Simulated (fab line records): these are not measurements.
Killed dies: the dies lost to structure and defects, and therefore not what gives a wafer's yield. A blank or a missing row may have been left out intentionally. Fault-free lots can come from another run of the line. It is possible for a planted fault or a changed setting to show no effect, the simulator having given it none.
Matching of chambers	flow gf180mcu	GF_V1_CMP_04 on cmp-01 has 4 sister chambers
The step polishes SiO2. 30 wafers are shown with their chamber, then 12 later ones without.

## WAFERS PAIRED WITH THEIR CHAMBERS
wafer	chamber	motor_current_A (A)	time_to_endpoint_s (s)	edge_zone_pressure_frac
L074.3	2	11.1	70	0.996
L074.4	0	14.7	80	1.004
L074.6	2	11.0	71	0.996
L076.1	2	11.0	75	1.005
L076.3	1	13.2	70	1.003
L076.4	3	11.1	79	0.997
L077.1	1	13.8	77	0.995
L077.3	3	11.4	81	0.997
L077.6	3	11.3	85	0.999
L078.2	3	11.3	73	1.000
L078.3	1	14.0	75	1.005
L078.4	2	10.8	79	1.001
L080.1	2	10.8	73	1.001
L080.2	3	11.3	81	1.004
L080.3	0	14.1	83	1.004
L082.1	0	14.4	75	0.991
L082.2	2	11.0	76	1.005
L082.3	1	13.7	74	1.008
L086.1	0	13.7	72	0.998
L086.4	3	11.3	84	1.000
L086.5	2	11.3	76	1.001
L087.2	3	11.1	74	0.998
L087.3	2	10.6	65	1.002
L087.6	3	12.0	81	0.991
L089.2	2	11.0	70	1.000
L089.5	3	11.4	84	1.003
L089.6	2	11.3	75	0.995
L091.4	3	11.7	83	0.996
L091.5	3	11.0	88	0.996
L091.6	0	14.1	86	0.998

SIGNATURES (means of the wafers above)
reading	chamber 0	chamber 1	chamber 2	chamber 3	scatter within a chamber
motor_current_A	14.200	13.675	10.990	11.355	0.287
time_to_endpoint_s	79.20	74.00	73.00	81.18	4.42
edge_zone_pressure_frac	0.99900	1.00275	1.00020	0.99827	0.00416
Rule: a wafer lies at a distance from a chamber equal to the root of the sum of squares, over the readings, of (its reading less the chamber's mean, divided by the reading's scatter). The wafer belongs to the nearest chamber; if the next one is less than 2 further off, it can't be placed. How the scatter is found: for the shown wafers, subtract from each reading the mean of its chamber, square and add these, divide the total by (wafers less chambers), then take the root.

## WAFERS WHOSE CHAMBER IS MISSING
wafer	motor_current_A (A)	time_to_endpoint_s (s)	edge_zone_pressure_frac
L092.1	14.3	85	1.012
L092.2	11.5	82	0.992
L092.5	13.4	88	1.003
L093.3	13.4	83	1.003
L093.4	11.2	86	1.004
L093.6	13.3	88	0.998
L094.3	13.2	74	1.003
L094.4	11.1	82	0.998
L094.5	12.4	79	0.993
L095.2	11.2	84	1.003
L095.3	14.1	83	0.998
L095.4	10.8	87	1.002

## THE CHAMBER EACH PASSED THROUGH
wafer	from the rows above	in truth
L092.1	can't be placed: 0 or 1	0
L092.2	can't be placed: 3 or 2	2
L092.5	can't be placed: 1 or 0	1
L093.3	can't be placed: 1 or 0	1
L093.4	can't be placed: 3 or 2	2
L093.6	can't be placed: 1 or 0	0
L094.3	1	1
L094.4	can't be placed: 3 or 2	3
L094.5	can't be placed: 3 or 1 or 2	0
L095.2	can't be placed: 3 or 2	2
L095.3	can't be placed: 0 or 1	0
L095.4	can't be placed: 3 or 2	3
Correctly placed: 1 of 12. Cannot be placed on the basis of these rows: 11; the candidates contain the true chamber in 10. Placed wrongly: 0.
